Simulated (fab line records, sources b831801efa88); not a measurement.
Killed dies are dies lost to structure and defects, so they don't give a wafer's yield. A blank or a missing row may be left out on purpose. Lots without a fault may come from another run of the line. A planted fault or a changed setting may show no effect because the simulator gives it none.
Which tool did it? | flow gf180mcu | 12 lots, 36 wafers sampled, at 2 steps of a route of 602

WHAT THE GAUGES READ, wafer by wafer
GF_V3_THK_MEAS_25: measures by xrf.
lot  | measured     | on            | V3_W_THK (nm)
L075 | day 22 20:16 | film_metro-01 | 339 333 336
L078 | day 24 01:15 | film_metro-03 | 338 337 340
L079 | day 24 13:29 | film_metro-01 | 340 337 342
L081 | day 25 05:20 | film_metro-04 | 331 332 326
L083 | day 25 19:55 | film_metro-04 | 331 332 332
L085 | day 26 13:48 | film_metro-03 | 335 337 333
L087 | day 26 23:39 | film_metro-01 | 339 343 340
L089 | day 27 17:53 | film_metro-04 | 335 334 341
L091 | day 28 02:38 | film_metro-04 | 332 334 334
L093 | day 28 20:20 | film_metro-01 | 328 330 328
L095 | day 29 07:13 | film_metro-01 | 335 336 334
L097 | day 29 18:49 | film_metro-04 | 338 336 332

WHICH TOOL RAN EACH LOT (tool, then ch and the chambers of the sampled wafers, then the start)
lot  | GF_V3_ETCH_16
L075 | rie_diel-03 ch 0,3, day 22 19:09
L078 | rie_diel-04 ch 2,3, day 24 00:15
L079 | rie_diel-04 ch 0,1,3, day 24 12:30
L081 | rie_diel-01 ch 0,2,3, day 25 04:19
L083 | rie_diel-01 ch 2,3, day 25 18:54
L085 | rie_diel-03 ch 0,1,3, day 26 12:48
L087 | rie_diel-04 ch 0,1,2, day 26 22:39
L089 | rie_diel-04 ch 0,1,2, day 27 16:52
L091 | rie_diel-01 ch 0,1,2, day 28 01:34
L093 | rie_diel-03 ch 1,2,3, day 28 19:21
L095 | rie_diel-04 ch 0,1,2, day 29 06:12
L097 | rie_diel-04 ch 0,2,3, day 29 17:42
- GF_V3_ETCH_16: etches BARC in N2/H2.

THE ANSWER, worked out from the rows above alone
Rule: what is usual is taken from the lots themselves. Put in order of their means at a reading, lots are off if they are a third of the lots or fewer, leave a main group of 4 or more, and stand apart from it by a gap of 3 or more times the standard deviation of the main group's means; of several such gaps the widest counts. A main group whose means are all the same, to the digits that the tables above print for the reading, isn't used. A lot without any number at a reading at which 4 lots or more have one is off too. The other lots that the step has rows for count as sound.
No lot is off at any reading shown: from this, nothing can be told.

WHAT THE SIMULATOR HAD PUT IN
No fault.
